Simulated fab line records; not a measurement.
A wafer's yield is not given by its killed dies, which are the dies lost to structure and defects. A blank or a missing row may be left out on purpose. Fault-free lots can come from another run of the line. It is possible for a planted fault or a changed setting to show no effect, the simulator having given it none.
fab line records + flow sky130
record
- lots=6
- wafers=18
- last-day=50
route steps=708 shown METAL3@572 VIA3@573
lots that met no fault: from a run of the same line without faults
start-h: start of the lot's first displayed wafer, in hours after the record's first day + wait-h: hours elapsed since this lot's preceding step + " repeats the value in the row above + L1.1+2: one row covering several wafers at once + - no value present, or no start provided + * or withheld: withheld + < > ~ a bound
route shown NAME@n: a module of which the file shows steps, and the number in the route of the first + usual: mean/standard deviation of fault-free wafers + same: alike in all rows + chamber/n: place in a boat + sites: per-site readings + _std_site: the standard deviation of these + _edge_site: outer sites' mean less inner sites' + radius-mm: for every site, how far away it sits from the centre of the wafer + mask NAME#n: copy n + behind: tool/chamber where the wafer was last shaped + hold: what put the lot on hold/how long, in hours/how the hold closed + device: transistor that didn't switch, given as n, p or np + end of line: the route-end tests of the same wafers + a step without rows: its recipe alone + killed: dies lost to structure and defects at the first sort, not the wafer's yield + map: dies across one wafer; x = killed, . = not, _ = none there
set.NAME: the run value of the setting; set.NAME@STEP: its run value at that earlier step + model.NAME: the simulator's own value behind a step, which no gauge read
lots at selected steps of the route; one table per step, one row per wafer
services: from which hour (start-h, from the record's first day; less than 0 if before it) a tool's chamber was out of use, for how many hours, and why
## steps
# step SKY_METAL3_CLEAN_22
# recipe
- chemistry=O3/DIW
- dry=n2-spin
# step SKY_VIA3_HDPCVD_00
# recipe
- material=SiO2
- target-thk-nm=1635
- sigma-open-frac=0.3
- time-s=272.5
- temp-c=400
- sih4-flow-sccm=60
- pressure-mtorr=6
# step SKY_VIA3_THK_MEAS_01
# recipe
- reads=SiO2_of_VIA3_HDPCVD_00
# usual
- VIA3_HDPCVD_THK=1637/17
| lot.wafer | tool          | chamber | start-h | wait-h | VIA3_HDPCVD_THK[nm] |
|-----------|---------------|---------|---------|--------|---------------------|
| L886.3    | film-metro-02 | -       | 890.59  | 0.1    | 1634                |
| L886.5    | "             | -       | "       | "      | 1648                |
| L886.6    | "             | -       | "       | "      | 1623                |
| L892.2    | film-metro-02 | -       | 969.59  | 0.1    | 1635                |
| L892.3    | "             | -       | "       | "      | 1631                |
| L892.5    | "             | -       | "       | "      | 1638                |
| L893.1    | film-metro-03 | -       | 978.93  | 0.1    | 1626                |
| L893.4    | "             | -       | "       | "      | 1658                |
| L893.6    | "             | -       | "       | "      | 1627                |
| L903.2    | film-metro-01 | -       | 1039.31 | 0.1    | 1629                |
| L903.4    | "             | -       | "       | "      | 1633                |
| L903.5    | "             | -       | "       | "      | 1639                |
| L905.1    | film-metro-01 | -       | 1042.24 | 0.1    | 1649                |
| L905.3    | "             | -       | "       | "      | 1622                |
| L905.5    | "             | -       | "       | "      | 1606                |
| L906.2    | film-metro-02 | -       | 1043.97 | 0.1    | 1632                |
| L906.4    | "             | -       | "       | "      | 1618                |
| L906.6    | "             | -       | "       | "      | 1631                |
# step SKY_VIA3_CMP_02
# recipe
- material=SiO2
- down-force-psi=4
- platen-rpm=60
- pad-velocity-m-s=0.94248
# usual
- head-pressure-psi=4.002/0.009
- motor-current-A=11.8/1.5
| lot.wafer | tool   | chamber | start-h | wait-h | head-pressure-psi | motor-current-A |
|-----------|--------|---------|---------|--------|-------------------|-----------------|
| L886.3    | cmp-02 | 2       | 890.68  | 0.1    | 4.013             | 12.3            |
| L886.6    | "      | 1       | "       | "      | 4.000             | 10.8            |
| L886.5    | "      | 2       | "       | "      | 3.999             | 11.5            |
| L892.2    | cmp-02 | 1       | 969.64  | 0.0    | 3.984             | 10.8            |
| L892.3    | "      | 0       | "       | "      | 4.007             | 11.6            |
| L892.5    | "      | 1       | "       | "      | 3.986             | 10.4            |
| L893.1    | cmp-02 | 1       | 979.04  | 0.1    | 4.012             | 10.2            |
| L893.4    | "      | 3       | "       | "      | 3.993             | 12.7            |
| L893.6    | "      | 0       | "       | "      | 3.997             | 11.9            |
| L903.4    | cmp-01 | 2       | 1040.05 | 0.7    | 3.998             | 15.6            |
| L903.2    | "      | 3       | "       | "      | 4.000             | 13.0            |
| L903.5    | "      | 2       | "       | "      | 3.996             | 14.0            |
| L905.1    | cmp-01 | 0       | 1044.38 | 2.1    | 3.994             | 10.7            |
| L905.3    | "      | 3       | "       | "      | 4.010             | 13.6            |
| L905.5    | "      | 1       | "       | "      | 4.011             | 11.1            |
| L906.4    | cmp-01 | 2       | 1045.63 | 1.6    | 3.999             | 15.2            |
| L906.2    | "      | 3       | "       | "      | 4.005             | 13.7            |
| L906.6    | "      | 1       | "       | "      | 4.003             | 10.5            |
# step SKY_VIA3_BOW_MEAS_03
# recipe
- mode=bow
# usual
- VIA3_BOW=80/7.9
| lot.wafer | tool          | chamber | start-h | wait-h | VIA3_BOW[um] |
|-----------|---------------|---------|---------|--------|--------------|
| L886.3    | film-metro-01 | -       | 890.97  | 0.2    | 76           |
| L886.5    | "             | -       | "       | "      | 70           |
| L886.6    | "             | -       | "       | "      | 68           |
| L892.2    | film-metro-03 | -       | 969.96  | 0.3    | 79           |
| L892.3    | "             | -       | "       | "      | 88           |
| L892.5    | "             | -       | "       | "      | 75           |
| L893.1    | film-metro-01 | -       | 979.34  | 0.2    | 69           |
| L893.4    | "             | -       | "       | "      | 85           |
| L893.6    | "             | -       | "       | "      | 81           |
| L903.2    | film-metro-02 | -       | 1040.32 | 0.2    | 89           |
| L903.4    | "             | -       | "       | "      | 80           |
| L903.5    | "             | -       | "       | "      | 73           |
| L905.1    | film-metro-03 | -       | 1044.68 | 0.2    | 83           |
| L905.3    | "             | -       | "       | "      | 66           |
| L905.5    | "             | -       | "       | "      | 81           |
| L906.2    | film-metro-03 | -       | 1045.93 | 0.2    | 74           |
| L906.4    | "             | -       | "       | "      | 76           |
| L906.6    | "             | -       | "       | "      | 86           |
# step SKY_VIA3_DEHYDRATE_04
# recipe
- temp-c=200
- time-s=60
# step SKY_VIA3_HMDS_05
# recipe
- prime-time-s=60
- prime-temp-c=120
# step SKY_VIA3_COAT_06
# recipe
- resist=BARC
- temp-c=withheld
- time-s=withheld
- spin-rpm=3000
- resist-thk-nm=60
# step SKY_VIA3_COAT_07
# recipe
- resist=KrF-thick
- spin-rpm=3000
- resist-thk-nm=450
# step SKY_VIA3_SOFTBAKE_08
# recipe
- temp-c=100
- time-s=90
- resist=KrF-thick
# step SKY_VIA3_EXPOSE_09
# recipe
- mask-id=VIM3
- na=0.8
- source-shape=annular
- sigma-inner=0.55
- sigma-outer=0.85
- target-cd-nm=200
- dose-mj=38
# step SKY_VIA3_PEB_10
# recipe
- peb-temp-c=withheld
- peb-time-s=withheld
- resist=KrF-thick
# step SKY_VIA3_DEVELOP_11
# recipe
- develop-time-s=60
- resist=KrF-thick
- dev-temp-c=21
# usual
- chill-plate-temp-C=23.00/0.095
- develop-time-s=60/0
- developer-temp-C=21.01/0.11
| lot.wafer | tool           | chamber | start-h | wait-h | chill-plate-temp-C | develop-time-s | developer-temp-C | model.KrF-thick_of_VIA3_COAT_07.thk-nm |
|-----------|----------------|---------|---------|--------|--------------------|----------------|------------------|----------------------------------------|
| L886.3    | litho-track-02 | 0       | 916     | -      | 23.09              | 60             | 21.18            | 435.5                                  |
| L886.5    | "              | 0       | "       | "      | 23.11              | 60             | 21.07            | 435.7                                  |
| L886.6    | "              | 0       | "       | "      | 23.00              | 60             | 21.08            | 435.6                                  |
| L892.2    | litho-track-02 | 0       | 993     | -      | 23.16              | 60             | 20.99            | 432.8                                  |
| L892.3    | "              | 0       | "       | "      | 23.19              | 60             | 20.85            | 435                                    |
| L892.5    | "              | 0       | "       | "      | 23.12              | 60             | 20.81            | 434.5                                  |
| L893.1    | litho-track-04 | 0       | 1001    | -      | 22.95              | 60             | 20.81            | 435.4                                  |
| L893.4    | "              | 0       | "       | "      | 22.96              | 60             | 20.85            | 434.7                                  |
| L893.6    | "              | 0       | "       | "      | 22.98              | 60             | 20.76            | 434.8                                  |
| L903.2    | litho-track-02 | -       | 1060    | -      | -                  | -              | -                | 450.1                                  |
| L903.4    | "              | -       | "       | "      | -                  | -              | -                | 448.3                                  |
| L903.5    | "              | -       | "       | "      | -                  | -              | -                | 450.4                                  |
| L905.1    | litho-track-04 | -       | 1063    | -      | -                  | -              | -                | 448.9                                  |
| L905.3    | "              | -       | "       | "      | -                  | -              | -                | 448.3                                  |
| L905.5    | "              | -       | "       | "      | -                  | -              | -                | 448                                    |
| L906.2    | litho-track-02 | 0       | 1065    | -      | 23.11              | 60             | 21.13            | 434                                    |
| L906.4    | "              | 0       | "       | "      | 23.24              | 60             | 20.96            | 435.2                                  |
| L906.6    | "              | 0       | "       | "      | 23.21              | 60             | 20.99            | 435.1                                  |
# step SKY_VIA3_CD_MEAS_12
# recipe
- target-cd-nm=200
# usual
- cd-nm=200.0/1.4
| lot.wafer | tool      | chamber | start-h | wait-h | cd-nm |
|-----------|-----------|---------|---------|--------|-------|
| L886.3    | cd-sem-02 | -       | 916.24  | -      | 199.6 |
| L886.5    | "         | -       | "       | "      | 198.8 |
| L886.6    | "         | -       | "       | "      | 200.6 |
| L892.2    | cd-sem-02 | -       | 993.77  | -      | 201.2 |
| L892.3    | "         | -       | "       | "      | 201.3 |
| L892.5    | "         | -       | "       | "      | 200.6 |
| L893.1    | cd-sem-02 | -       | 1001.44 | -      | 198.4 |
| L893.4    | "         | -       | "       | "      | 198.8 |
| L893.6    | "         | -       | "       | "      | 198.4 |
| L903.2    | cd-sem-02 | -       | 1060.22 | -      | -     |
| L903.4    | "         | -       | "       | "      | -     |
| L903.5    | "         | -       | "       | "      | -     |
| L905.1    | cd-sem-01 | -       | 1063.49 | -      | -     |
| L905.3    | "         | -       | "       | "      | -     |
| L905.5    | "         | -       | "       | "      | -     |
| L906.2    | cd-sem-02 | -       | 1065.27 | -      | 199.9 |
| L906.4    | "         | -       | "       | "      | 199.6 |
| L906.6    | "         | -       | "       | "      | 201.0 |
## services
| tool   | chamber | start-h | hours | kind                           |
|--------|---------|---------|-------|--------------------------------|
| cmp-01 | -       | 877.56  | 12.4  | pm                             |
| cmp-01 | -       | 891.24  | 0.6   | repair                         |
| cmp-02 | -       | 912.47  | 4.0   | pm                             |
| cmp-02 | -       | 916.47  | -     | consumable-replace:conditioner |
| cmp-02 | -       | 916.47  | -     | consumable-replace:pad         |
| cmp-02 | -       | 926.17  | 1.0   | repair                         |
| cmp-01 | -       | 1016.77 | 4.9   | pm                             |
| cmp-02 | -       | 1038.51 | 10.4  | pm                             |
| cmp-02 | -       | 1049.64 | 1.3   | repair                         |
## key
first-sign
- step=SKY_VIA3_DEVELOP_11
- reading=tool-record
- direction=missing
effect none on later readings
model-effect
- step=SKY_VIA3_DEVELOP_11
- value=KrF-thick_of_VIA3_COAT_07.thk-nm
- without=434.9
- struck=449
met-at SKY_VIA3_DEVELOP_11
struck-wafers L903.2,L903.4,L903.5,L905.1,L905.3,L905.5
later-rows-left-out L903.2,L903.4,L903.5,L905.1,L905.3,L905.5
sort-left-out L903.2,L903.4,L903.5,L905.1,L905.3,L905.5
onset-between 1001 1060
fault
- kind=skipped-step-whole
- tool=litho-track-02,litho-track-04
- chamber=-
- onset-h=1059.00
- steps=SKY_VIA3_DEVELOP_11
- scope=struck-lots-only
# sort-left-out: the simulated sort isn't trusted on such a fault, so these wafers' sort isn't shown, and their yield isn't known
# later-rows-left-out: the simulator's readings of these wafers behind a module that went badly wrong aren't trusted and aren't shown, but for the sort
